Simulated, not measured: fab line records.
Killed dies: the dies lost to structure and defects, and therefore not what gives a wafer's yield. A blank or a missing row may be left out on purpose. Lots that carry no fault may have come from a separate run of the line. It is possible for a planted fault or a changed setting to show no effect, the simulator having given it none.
Chamber matching :: flow gf180mcu :: GF_V5_ETCH_16 on rie-diel-03 has 4 sister chambers
The step etches BARC in N2/H2. 18 wafers are shown with their chamber, then 9 later ones without.

## EACH WAFER AND ITS CHAMBER
wafer: L078.1
chamber: 3
drypump-motor-current-A (A): 6.0
h2-flow-sccm (sccm): 200.0
oes-product-au (a.u.): 0.853

wafer: L078.2
chamber: 2
drypump-motor-current-A (A): 5.3
h2-flow-sccm (sccm): 201.1
oes-product-au (a.u.): 0.855

wafer: L078.6
chamber: 1
drypump-motor-current-A (A): 5.8
h2-flow-sccm (sccm): 200.0
oes-product-au (a.u.): 0.857

wafer: L079.3
chamber: 2
drypump-motor-current-A (A): 5.4
h2-flow-sccm (sccm): 199.0
oes-product-au (a.u.): 0.850

wafer: L079.5
chamber: 2
drypump-motor-current-A (A): 5.3
h2-flow-sccm (sccm): 199.8
oes-product-au (a.u.): 0.847

wafer: L079.6
chamber: 0
drypump-motor-current-A (A): 6.6
h2-flow-sccm (sccm): 200.6
oes-product-au (a.u.): 0.853

wafer: L084.2
chamber: 0
drypump-motor-current-A (A): 6.7
h2-flow-sccm (sccm): 199.4
oes-product-au (a.u.): 0.849

wafer: L084.4
chamber: 1
drypump-motor-current-A (A): 5.8
h2-flow-sccm (sccm): 199.6
oes-product-au (a.u.): 0.862

wafer: L084.6
chamber: 3
drypump-motor-current-A (A): 6.0
h2-flow-sccm (sccm): 199.6
oes-product-au (a.u.): 0.847

wafer: L087.2
chamber: 2
drypump-motor-current-A (A): 5.3
h2-flow-sccm (sccm): 200.5
oes-product-au (a.u.): 0.860

wafer: L087.3
chamber: 3
drypump-motor-current-A (A): 6.0
h2-flow-sccm (sccm): 199.4
oes-product-au (a.u.): 0.854

wafer: L087.5
chamber: 1
drypump-motor-current-A (A): 5.9
h2-flow-sccm (sccm): 200.6
oes-product-au (a.u.): 0.852

wafer: L090.1
chamber: 1
drypump-motor-current-A (A): 5.9
h2-flow-sccm (sccm): 200.0
oes-product-au (a.u.): 0.850

wafer: L090.2
chamber: 2
drypump-motor-current-A (A): 5.3
h2-flow-sccm (sccm): 200.1
oes-product-au (a.u.): 0.857

wafer: L090.3
chamber: 3
drypump-motor-current-A (A): 6.0
h2-flow-sccm (sccm): 199.9
oes-product-au (a.u.): 0.858

wafer: L094.2
chamber: 3
drypump-motor-current-A (A): 6.0
h2-flow-sccm (sccm): 199.9
oes-product-au (a.u.): 0.850

wafer: L094.5
chamber: 0
drypump-motor-current-A (A): 6.6
h2-flow-sccm (sccm): 200.8
oes-product-au (a.u.): 0.857

wafer: L094.6
chamber: 3
drypump-motor-current-A (A): 6.0
h2-flow-sccm (sccm): 200.2
oes-product-au (a.u.): 0.852

SIGNATURES, as means of the wafers listed above
reading: drypump-motor-current-A
chamber 0: 6.633
chamber 1: 5.850
chamber 2: 5.320
chamber 3: 6.000
scatter within a chamber: 0.042

reading: h2-flow-sccm
chamber 0: 200.267
chamber 1: 200.050
chamber 2: 200.100
chamber 3: 199.833
scatter within a chamber: 0.569

reading: oes-product-au
chamber 0: 0.85300
chamber 1: 0.85525
chamber 2: 0.85380
chamber 3: 0.85233
scatter within a chamber: 0.00462
Rule: a wafer lies at a distance from a chamber equal to the root of the sum of squares, over the readings, of (its reading less the chamber's mean, divided by the reading's scatter). The wafer belongs to the nearest chamber; if the next one is less than 2 further off, it can't be placed. How the scatter is found: for the shown wafers, subtract from each reading the mean of its chamber, square and add these, divide the total by (wafers less chambers), then take the root.

## WAFERS WITHOUT THEIR CHAMBER
wafer: L095.1
drypump-motor-current-A (A): 6.0
h2-flow-sccm (sccm): 199.8
oes-product-au (a.u.): 0.861

wafer: L095.3
drypump-motor-current-A (A): 5.9
h2-flow-sccm (sccm): 199.7
oes-product-au (a.u.): 0.862

wafer: L095.5
drypump-motor-current-A (A): 5.9
h2-flow-sccm (sccm): 200.8
oes-product-au (a.u.): 0.866

wafer: L096.1
drypump-motor-current-A (A): 5.3
h2-flow-sccm (sccm): 200.7
oes-product-au (a.u.): 0.860

wafer: L096.2
drypump-motor-current-A (A): 6.5
h2-flow-sccm (sccm): 199.2
oes-product-au (a.u.): 0.854

wafer: L096.6
drypump-motor-current-A (A): 6.1
h2-flow-sccm (sccm): 200.1
oes-product-au (a.u.): 0.852

wafer: L097.3
drypump-motor-current-A (A): 6.0
h2-flow-sccm (sccm): 200.7
oes-product-au (a.u.): 0.850

wafer: L097.4
drypump-motor-current-A (A): 6.6
h2-flow-sccm (sccm): 200.5
oes-product-au (a.u.): 0.857

wafer: L097.5
drypump-motor-current-A (A): 5.3
h2-flow-sccm (sccm): 200.0
oes-product-au (a.u.): 0.854

## EACH ONE'S CHAMBER
wafer: L095.1
from the rows above: can't be placed: 3 or 1
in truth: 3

wafer: L095.3
from the rows above: can't be placed: 1 or 3
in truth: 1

wafer: L095.5
from the rows above: can't be placed: 1 or 3
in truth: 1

wafer: L096.1
from the rows above: 2
in truth: 2

wafer: L096.2
from the rows above: 0
in truth: 0

wafer: L096.6
from the rows above: 3
in truth: 3

wafer: L097.3
from the rows above: 3
in truth: 3

wafer: L097.4
from the rows above: 0
in truth: 0

wafer: L097.5
from the rows above: 2
in truth: 2
Correctly placed: 6 of 9. Unplaceable from these rows: 3, with the true chamber sitting among the candidates in 3. Number placed wrongly: 0.
